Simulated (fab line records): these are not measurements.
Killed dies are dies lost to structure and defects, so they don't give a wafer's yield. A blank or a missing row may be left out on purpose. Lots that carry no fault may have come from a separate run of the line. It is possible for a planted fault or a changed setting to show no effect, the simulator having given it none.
fab line records + flow sky130
[record]
- lots = 13
- wafers = 38
- last-day = 50
route steps=708 shown VT_ADJUST_PCH@152 SONOS_ONO@181 GATE_OXIDE@203 PAD_OPEN@708
lots with no fault: from the same line, run without faults
start-h: start of the lot's first displayed wafer, in hours after the record's first day + wait-h: how many hours have passed since the lot's step before this one + " unchanged from the row above + L1.1+2: a row that stands for several wafers + - no value present, or no start provided + * or withheld: withheld + < > ~ a bound
route shown NAME@n: names a module that has steps shown in the file, with the first one's number in the route + usual: average and standard deviation across the fault-free wafers + same: alike in all rows + chamber/n: place in a boat + sites: readings site by site + _std_site: their standard deviation + _edge_site: outer sites' mean less inner sites' + radius-mm: how far each site lies from the wafer's centre + mask NAME#n: copy n + behind: the tool/chamber that last shaped the wafer + hold: reason for holding the lot/hours on hold/outcome of the hold + device: the transistor (n, p or np) that didn't switch + end of line: tests run on the same wafers once the route is complete + step lacking rows: just its recipe + killed: count of dies lost to structure and defects at first sort (not the wafer's yield) + map: a wafer's dies, x killed, . not, _ none there
set.NAME: the setting as run; set.NAME@STEP: as run at that earlier step + model.NAME: the simulator's own value behind a step, which no gauge read
one table for each step of the route and one row for each wafer, over a sample of lots
services: a tool's chamber out of use, with start hour (start-h, from the record's first day; less than 0 if before it), hours out, and reason
[[steps]]
[step SKY_VT_ADJUST_PCH_STRIP_09]
[recipe]
- chemistry = O2/N2
- power-w = 1400
- pressure-mtorr = 1500
- platen-temp-c = withheld
- o2-flow-sccm = 3000
- n2-flow-sccm = 300
- overash-fraction = 0.5
[usual]
- drypump-motor-current-A = 5.6/0.6
- oes-product-au = 0.722/0.0044
- strip-time-to-endpoint-s = 36.93/0.1
[same]
- overash-fraction = 0.5
| lot.wafer | tool            | chamber | start-h | wait-h | drypump-motor-current-A | oes-product-au | rf-hours-counter-h | strip-time-to-endpoint-s |
|-----------|-----------------|---------|---------|--------|-------------------------|----------------|--------------------|--------------------------|
| L422.1    | plasma-asher-01 | 0       | 259.66  | 0.1    | 6.6                     | 0.715          | 14                 | 36.94                    |
| L422.2    | "               | 1       | "       | "      | 5.5                     | 0.721          | 14                 | 36.91                    |
| L422.3    | "               | 0       | "       | "      | 6.6                     | 0.719          | -                  | 36.99                    |
| L423.1    | plasma-asher-03 | 1       | 266.61  | 0.1    | 5.1                     | 0.723          | 46                 | 37.12                    |
| L423.3    | "               | 0       | "       | "      | 6.1                     | 0.723          | -                  | 37.04                    |
| L423.6    | "               | 0       | "       | "      | 6.1                     | 0.721          | -                  | 37.05                    |
| L425.1    | plasma-asher-01 | 1       | 281.26  | 0.1    | 5.5                     | 0.731          | 16                 | 36.75                    |
| L425.3    | "               | 1       | "       | "      | 5.5                     | 0.713          | -                  | 36.91                    |
| L425.6    | "               | 1       | "       | "      | 5.5                     | 0.729          | -                  | 36.81                    |
| L426.1    | plasma-asher-01 | 0       | 290.91  | 0.1    | 6.6                     | 0.731          | 17                 | 36.93                    |
| L426.4    | "               | 1       | "       | "      | 5.5                     | 0.721          | -                  | 36.94                    |
| L426.5    | "               | 1       | "       | "      | 5.5                     | 0.718          | -                  | 37.08                    |
| L427.4    | plasma-asher-01 | 1       | 292.54  | 0.1    | 5.5                     | 0.721          | -                  | 36.96                    |
| L427.5    | "               | 1       | "       | "      | 5.5                     | 0.720          | -                  | 36.99                    |
| L427.6    | "               | 0       | "       | "      | 6.6                     | 0.714          | -                  | 36.84                    |
| L430.2    | plasma-asher-02 | 0       | 318.71  | 0.1    | 4.9                     | 0.718          | 62                 | 37.09                    |
| L430.3    | "               | 0       | "       | "      | 4.9                     | 0.724          | -                  | 37.12                    |
| L430.6    | "               | 1       | "       | "      | 5.5                     | 0.722          | -                  | 36.98                    |
| L431.2    | plasma-asher-03 | 0       | 328.21  | 0.1    | 6.1                     | 0.721          | 52                 | 37.02                    |
| L431.3    | "               | 0       | "       | "      | 6.1                     | 0.725          | -                  | 36.82                    |
| L431.5    | "               | 0       | "       | "      | 6.1                     | 0.721          | -                  | 36.92                    |
| L432.4    | plasma-asher-01 | 1       | 336.74  | 0.1    | 5.5                     | 0.731          | -                  | 36.95                    |
| L432.5    | "               | 0       | "       | "      | 6.6                     | 0.724          | -                  | 37.00                    |
| L432.6    | "               | 1       | "       | "      | 5.5                     | 0.722          | -                  | 36.97                    |
| L435.1    | plasma-asher-02 | 0       | 355.68  | 0.1    | 4.9                     | 0.723          | 66                 | 36.72                    |
| L435.2    | "               | 1       | "       | "      | 5.6                     | 0.726          | 66                 | 36.83                    |
| L435.3    | "               | 0       | "       | "      | 4.9                     | 0.728          | -                  | 36.67                    |
| L436.2    | plasma-asher-03 | 1       | 365.88  | 0.1    | 5.1                     | 0.713          | 55                 | 36.84                    |
| L436.5    | "               | 0       | "       | "      | 6.1                     | 0.727          | -                  | 36.87                    |
| L437.1    | plasma-asher-02 | 1       | 371.18  | 0.1    | 5.5                     | 0.724          | 67                 | 37.05                    |
| L437.3    | "               | 1       | "       | "      | 5.5                     | 0.720          | -                  | 37.13                    |
| L437.5    | "               | 1       | "       | "      | 5.6                     | 0.723          | -                  | 37.16                    |
| L439.2    | plasma-asher-03 | 0       | 385.21  | 0.1    | 6.1                     | 0.725          | 57                 | 36.87                    |
| L439.4    | "               | 0       | "       | "      | 6.1                     | 0.720          | -                  | 37.00                    |
| L439.6    | "               | 0       | "       | "      | 6.1                     | 0.722          | -                  | 36.85                    |
| L441.1    | plasma-asher-02 | 0       | 409.73  | 0.1    | 4.9                     | 0.716          | 71                 | 36.89                    |
| L441.2    | "               | 1       | "       | "      | 5.6                     | 0.724          | 71                 | 36.90                    |
| L441.4    | "               | 0       | "       | "      | 4.9                     | 0.717          | -                  | 36.93                    |
[step SKY_VT_ADJUST_PCH_TW_MEAS_10]
[usual]
- VT_ADJUST_PCH_TW = 143.0/0.98
| lot.wafer | tool          | chamber | start-h | wait-h | VT_ADJUST_PCH_TW |
|-----------|---------------|---------|---------|--------|------------------|
| L422.1    | film-metro-03 | -       | 259.76  | 0.1    | 142.9            |
| L422.2    | "             | -       | "       | "      | 143.0            |
| L422.3    | "             | -       | "       | "      | 142.5            |
| L423.1    | film-metro-03 | -       | 266.71  | 0.1    | 144.4            |
| L423.3    | "             | -       | "       | "      | 144.0            |
| L423.6    | "             | -       | "       | "      | 145.2            |
| L425.1    | film-metro-02 | -       | 281.36  | 0.1    | 141.4            |
| L425.3    | "             | -       | "       | "      | 142.3            |
| L425.6    | "             | -       | "       | "      | 141.5            |
| L426.1    | film-metro-03 | -       | 291.01  | 0.1    | 143.6            |
| L426.4    | "             | -       | "       | "      | 144.2            |
| L426.5    | "             | -       | "       | "      | 144.1            |
| L427.4    | film-metro-04 | -       | 292.64  | 0.1    | 142.7            |
| L427.5    | "             | -       | "       | "      | 142.4            |
| L427.6    | "             | -       | "       | "      | 142.3            |
| L430.2    | film-metro-03 | -       | 318.82  | 0.1    | 143.2            |
| L430.3    | "             | -       | "       | "      | 143.1            |
| L430.6    | "             | -       | "       | "      | 144.2            |
| L431.2    | film-metro-03 | -       | 328.32  | 0.1    | 143.2            |
| L431.3    | "             | -       | "       | "      | 143.9            |
| L431.5    | "             | -       | "       | "      | 144.1            |
| L432.4    | film-metro-02 | -       | 336.83  | 0.1    | 142.1            |
| L432.5    | "             | -       | "       | "      | 141.6            |
| L432.6    | "             | -       | "       | "      | 142.6            |
| L435.1    | film-metro-02 | -       | 355.78  | 0.1    | 141.6            |
| L435.2    | "             | -       | "       | "      | 142.1            |
| L435.3    | "             | -       | "       | "      | 142.2            |
| L436.2    | film-metro-03 | -       | 365.99  | 0.1    | 144.5            |
| L436.5    | "             | -       | "       | "      | 143.7            |
| L437.1    | film-metro-04 | -       | 371.28  | 0.1    | 142.6            |
| L437.3    | "             | -       | "       | "      | 142.6            |
| L437.5    | "             | -       | "       | "      | 143.1            |
| L439.2    | film-metro-03 | -       | 385.32  | 0.1    | 143.1            |
| L439.4    | "             | -       | "       | "      | 143.5            |
| L439.6    | "             | -       | "       | "      | 143.8            |
| L441.1    | film-metro-04 | -       | 409.83  | 0.1    | 142.3            |
| L441.2    | "             | -       | "       | "      | 141.7            |
| L441.4    | "             | -       | "       | "      | 142.2            |
[step SKY_SONOS_ONO_CD_MEAS_13]
[recipe]
- target-cd-nm = 410
[usual]
- cd-nm = 410.0/2.6
| lot.wafer | tool      | chamber | start-h | wait-h | cd-nm |
|-----------|-----------|---------|---------|--------|-------|
| L422.1    | cd-sem-02 | -       | 313.22  | 0.1    | 407.0 |
| L422.2    | "         | -       | "       | "      | 406.6 |
| L422.3    | "         | -       | "       | "      | 407.1 |
| L423.1    | cd-sem-02 | -       | 322.10  | 0.1    | 409.4 |
| L423.3    | "         | -       | "       | "      | 409.3 |
| L423.6    | "         | -       | "       | "      | 407.4 |
| L425.1    | cd-sem-02 | -       | 338.41  | 0.1    | 409.5 |
| L425.3    | "         | -       | "       | "      | 409.9 |
| L425.6    | "         | -       | "       | "      | 409.7 |
| L426.1    | cd-sem-01 | -       | 350.07  | 0.1    | 410.6 |
| L426.4    | "         | -       | "       | "      | 412.1 |
| L426.5    | "         | -       | "       | "      | 408.4 |
| L427.4    | cd-sem-01 | -       | 351.88  | 0.1    | 406.9 |
| L427.5    | "         | -       | "       | "      | 408.0 |
| L427.6    | "         | -       | "       | "      | 408.8 |
| L430.2    | cd-sem-01 | -       | 378.29  | 0.1    | 414.8 |
| L430.3    | "         | -       | "       | "      | 415.0 |
| L430.6    | "         | -       | "       | "      | 413.8 |
| L431.2    | cd-sem-01 | -       | 391.79  | 0.1    | 412.8 |
| L431.3    | "         | -       | "       | "      | 413.0 |
| L431.5    | "         | -       | "       | "      | 412.3 |
| L432.4    | cd-sem-02 | -       | 398.17  | 0.3    | 406.0 |
| L432.5    | "         | -       | "       | "      | 403.7 |
| L432.6    | "         | -       | "       | "      | 408.4 |
| L435.1    | cd-sem-02 | -       | 423.00  | 0.1    | 409.6 |
| L435.2    | "         | -       | "       | "      | 409.4 |
| L435.3    | "         | -       | "       | "      | 411.1 |
| L436.2    | cd-sem-02 | -       | 430.88  | 0.1    | 408.7 |
| L436.5    | "         | -       | "       | "      | 407.0 |
| L437.1    | cd-sem-02 | -       | 437.96  | 0.1    | 408.3 |
| L437.3    | "         | -       | "       | "      | 409.2 |
| L437.5    | "         | -       | "       | "      | 408.1 |
| L439.2    | cd-sem-02 | -       | 449.54  | 0.1    | 412.7 |
| L439.4    | "         | -       | "       | "      | 411.9 |
| L439.6    | "         | -       | "       | "      | 411.1 |
| L441.1    | cd-sem-02 | -       | 475.91  | 0.1    | 410.1 |
| L441.2    | "         | -       | "       | "      | 409.4 |
| L441.4    | "         | -       | "       | "      | 412.2 |
[step SKY_GATE_OXIDE_OXIDATION_16]
[recipe]
- temp-c = 800
- ambient = O2
- idle-temp-c = 700
- ramp-up-c-per-min = 10
- ramp-down-c-per-min = 3
- stabilise-s = 600
- purge-s = 300
- target-thk-a = 35.7
- ox-time-s = 1915
[usual]
- spike-tc-bottom-C = 818.7/1.1
- spike-tc-centre-C = 800.0/0.91
- spike-tc-lower-C = 800.9/1.3
- spike-tc-top-C = 812.4/1.3
- spike-tc-upper-C = 799.8/1.7
- tube_center_temp_C_max = 802.12/0.3
- zone-power-upper-pct = 14.59/0.16
[same]
- stabilise-s = 600
| lot.wafer | tool       | chamber | start-h | wait-h | spike-tc-bottom-C | spike-tc-centre-C | spike-tc-lower-C | spike-tc-top-C | spike-tc-upper-C | tube_center_temp_C_max | zone-power-upper-pct |
|-----------|------------|---------|---------|--------|-------------------|-------------------|------------------|----------------|------------------|------------------------|----------------------|
| L422.1    | furnace-02 | 0       | 341.90  | 0.0    | 818.6             | 802.3             | 801.6            | 815.7          | 798.7            | 802.43                 | 14.64                |
| L422.2    | "          | 0       | "       | "      | 819.2             | 799.3             | 801.6            | 815.0          | 798.2            | 802.34                 | 14.74                |
| L422.3    | "          | 0       | "       | "      | 818.5             | 798.6             | 800.2            | 813.1          | 797.2            | 801.74                 | 14.31                |
| L423.1    | furnace-02 | 0       | 352.01  | 0.6    | 818.3             | 800.0             | 799.5            | 814.1          | 797.5            | 801.76                 | 14.54                |
| L423.3    | "          | 0       | "       | "      | 817.6             | 799.5             | 801.9            | 812.5          | 798.8            | 801.90                 | 14.31                |
| L423.6    | "          | 0       | "       | "      | 818.4             | 800.2             | 802.1            | 811.9          | 799.2            | 802.36                 | 14.50                |
| L425.1    | furnace-02 | 0       | 368.72  | 0.0    | 819.3             | 799.4             | 801.2            | 812.9          | 798.7            | 801.93                 | 14.70                |
| L425.3    | "          | 0       | "       | "      | 819.5             | 800.5             | 803.8            | 813.7          | 798.5            | 802.49                 | 14.48                |
| L425.6    | "          | 0       | "       | "      | 820.3             | 800.3             | 803.3            | 812.5          | 799.0            | 801.99                 | 14.53                |
| L426.1    | furnace-01 | 0       | 380.24  | 0.1    | 817.3             | 801.2             | 800.5            | 812.2          | 802.0            | 801.74                 | 14.62                |
| L426.4    | "          | 0       | "       | "      | 820.5             | 801.0             | 800.0            | 813.5          | 800.6            | 801.81                 | 14.71                |
| L426.5    | "          | 0       | "       | "      | 816.9             | 800.4             | 801.5            | 810.6          | 801.3            | 801.96                 | 14.68                |
| L427.4    | furnace-02 | 0       | 385.39  | 1.5    | 819.9             | 800.8             | 800.1            | 814.5          | 799.7            | 802.35                 | 14.62                |
| L427.5    | "          | 0       | "       | "      | 818.4             | 798.7             | 803.7            | 814.7          | 799.0            | 802.05                 | 14.42                |
| L427.6    | "          | 0       | "       | "      | 820.5             | 799.8             | 802.1            | 814.2          | 798.7            | 802.06                 | 14.70                |
| L430.2    | furnace-02 | 0       | 411.45  | 0.7    | 807.0             | 787.0             | 786.2            | 800.3          | 784.3            | 801.91                 | 13.99                |
| L430.3    | "          | 0       | "       | "      | 805.9             | 786.6             | 786.1            | 798.6          | 784.6            | 802.09                 | 13.94                |
| L430.6    | "          | 0       | "       | "      | 806.1             | 786.9             | 786.8            | 798.3          | 784.3            | 802.45                 | 14.09                |
| L431.2    | furnace-02 | 0       | 424.58  | 0.5    | 806.2             | 785.1             | 787.8            | 798.4          | 783.2            | 802.16                 | 14.05                |
| L431.3    | "          | 0       | "       | "      | 805.3             | 785.4             | 788.2            | 800.7          | 784.0            | 801.79                 | 14.18                |
| L431.5    | "          | 0       | "       | "      | 804.9             | 784.7             | 786.3            | 798.7          | 784.9            | 801.85                 | 14.17                |
| L432.4    | furnace-02 | 0       | 431.79  | 0.7    | 803.9             | 785.0             | 787.9            | 799.0          | 783.6            | 801.93                 | 14.13                |
| L432.5    | "          | 0       | "       | "      | 807.1             | 784.6             | 787.4            | 799.5          | 784.6            | 802.11                 | 14.34                |
| L432.6    | "          | 0       | "       | "      | 805.9             | 784.3             | 788.1            | 799.7          | 784.1            | 802.46                 | 13.97                |
| L435.1    | furnace-01 | 0       | 457.51  | 0.0    | 818.5             | 799.5             | 801.3            | 810.4          | 801.8            | 802.10                 | 14.73                |
| L435.2    | "          | 0       | "       | "      | 818.3             | 800.1             | 798.9            | 812.6          | 802.9            | 802.36                 | 14.69                |
| L435.3    | "          | 0       | "       | "      | 818.2             | 800.6             | 800.8            | 809.9          | 800.5            | 802.47                 | 14.86                |
| L436.2    | furnace-01 | 0       | 467.28  | 0.7    | 818.2             | 800.4             | 801.0            | 810.7          | 800.4            | 802.83                 | 14.74                |
| L436.5    | "          | 0       | "       | "      | 817.8             | 800.7             | 800.1            | 811.9          | 801.7            | 801.91                 | 14.59                |
| L437.1    | furnace-01 | 0       | 472.12  | 0.5    | 817.5             | 798.5             | 800.0            | 808.6          | 801.3            | 801.92                 | 14.45                |
| L437.3    | "          | 0       | "       | "      | 818.4             | 800.2             | 799.9            | 811.8          | 802.2            | 802.06                 | 14.42                |
| L437.5    | "          | 0       | "       | "      | 816.9             | 799.8             | 799.6            | 811.7          | 801.5            | 802.28                 | 14.81                |
| L439.2    | furnace-01 | 0       | 482.69  | 0.2    | 818.3             | 799.9             | 801.3            | 811.1          | 803.3            | 801.92                 | 14.80                |
| L439.4    | "          | 0       | "       | "      | 818.4             | 799.1             | 800.0            | 811.0          | 798.7            | 801.83                 | 14.57                |
| L439.6    | "          | 0       | "       | "      | 816.8             | 799.7             | 799.4            | 811.3          | 801.5            | 802.10                 | 14.49                |
| L441.1    | furnace-02 | 0       | 509.32  | 0.9    | 818.0             | 800.5             | 803.8            | 813.2          | 797.9            | 802.77                 | 14.58                |
| L441.2    | "          | 0       | "       | "      | 819.0             | 798.2             | 800.6            | 813.2          | 800.7            | 801.86                 | 14.38                |
| L441.4    | "          | 0       | "       | "      | 819.0             | 801.7             | 802.3            | 814.6          | 799.8            | 802.30                 | 14.50                |
[step SKY_PAD_OPEN_PROBE_99]
[usual]
- killed_at_M0_to_M3 = 44/6.9
- killed_at_M4_up = 3.3/2
- killed-at-contacts = 25/5.4
- killed-at-front-end = 16/4.6
- killed-at-other = 0.2/0.51
- killed-dies = 88/8.9
- killed-open = 48/6.8
- killed-short = 39/5.8
[same]
- gross-dies = 492
- killed-at-back-side = 0
| lot.wafer | tool      | chamber | start-h | wait-h | killed_at_M0_to_M3 | killed_at_M4_up | killed-at-contacts | killed-at-front-end | killed-at-other | killed-dies | killed-open | killed-short |
|-----------|-----------|---------|---------|--------|--------------------|-----------------|--------------------|---------------------|-----------------|-------------|-------------|--------------|
| L435.1    | prober-02 | -       | 1198.28 | 0.1    | 33                 | 1               | 23                 | 18                  | 0               | 75          | 45          | 30           |
| L435.2    | prober-02 | -       | 1198.33 | 0.1    | 42                 | 5               | 14                 | 18                  | 0               | 79          | 41          | 38           |
| L435.3    | prober-02 | -       | 1198.38 | 0.2    | 43                 | 3               | 22                 | 17                  | 0               | 85          | 43          | 42           |
// killed by level:class
L435.1 LI_CONTACT:geometric-particle:open=9 VIA1:geometric-particle:open=7 FIELD_ISO:geometric-particle:open=6 POLY_GATE:geometric-particle:short=6 VIA3:geometric-particle:open=6 CONTACT:geometric-particle:open=6 METAL1:geometric-particle:short=4 LOCAL_INTERCONNECT:geometric-particle:short=4
L435.2 VIA1:geometric-particle:open=10 VIA3:geometric-particle:open=9 POLY_GATE:geometric-particle:short=5 LI_CONTACT:geometric-particle:open=5 METAL1:geometric-particle:short=5 METAL2:geometric-particle:short=5 FIELD_ISO:geometric-particle:short=4 FIELD_ISO:geometric-particle:open=4
L435.3 LI_CONTACT:geometric-particle:open=8 VIA2:geometric-particle:short=8 CONTACT:geometric-particle:open=7 VIA1:geometric-particle:short=6 VIA1:geometric-particle:open=6 METAL1:geometric-particle:open=5 METAL1:geometric-particle:short=5 FIELD_ISO:geometric-particle:open=4
[[services]]
| tool            | chamber | start-h | hours | kind       |
|-----------------|---------|---------|-------|------------|
| furnace-01      | -       | 257.06  | 3.9   | pm         |
| furnace-02      | -       | 266.68  | 4.2   | pm         |
| furnace-02      | -       | 382.58  | 2.8   | pm         |
| plasma-asher-01 | -       | 404.60  | 1.0   | repair     |
| plasma-asher-02 | -       | 421.25  | 9.0   | pm         |
| plasma-asher-02 | 0       | 421.25  | 9.0   | vent-cycle |
| plasma-asher-02 | 1       | 421.25  | 9.0   | vent-cycle |
| plasma-asher-02 | 0       | 430.25  | -     | clean      |
| plasma-asher-02 | 1       | 430.25  | -     | clean      |
| furnace-02      | -       | 434.74  | 3.6   | pm         |
| plasma-asher-02 | -       | 466.15  | 2.8   | pm         |
| plasma-asher-02 | -       | 484.95  | 15.1  | pm         |
[[key]]
[first-sign]
- step = SKY_GATE_OXIDE_OXIDATION_16
- reading = spike-tc-centre-C
- direction = down
- sigmas = 16
- usual = 800.0
- struck = 785.5
[effect]
- step = SKY_GATE_OXIDE_OXIDATION_16
- reading = spike-tc-bottom-C
- direction = down
- sigmas = 11
- usual = 818.7
- struck = 805.8
met-at SKY_GATE_OXIDE_OXIDATION_16
struck-lots L430,L431,L432
tester-left-out L430,L431,L432
not-acting-at SKY_VT_ADJUST_PCH_STRIP_09,SKY_VT_ADJUST_PCH_TW_MEAS_10,SKY_SONOS_ONO_CD_MEAS_13
onset-between 385.39 411.45
[fault]
- kind = process-parameter-drift
- tool = furnace-02
- chamber = -
- onset-h = 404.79
- steps = SKY_GATE_OXIDE_OXIDATION_16
- channel = temp-c
- offset = *
- shape = step
- end-h = 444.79
- acts-in = *
- stated = *
// tester-left-out: of these lots the tester's yield and bins aren't shown, on N5 and GAA mostly nor the transistor test; their killed dies are dies lost to structure and defects alone, not to doping, threshold or leakage, so they don't give the yield
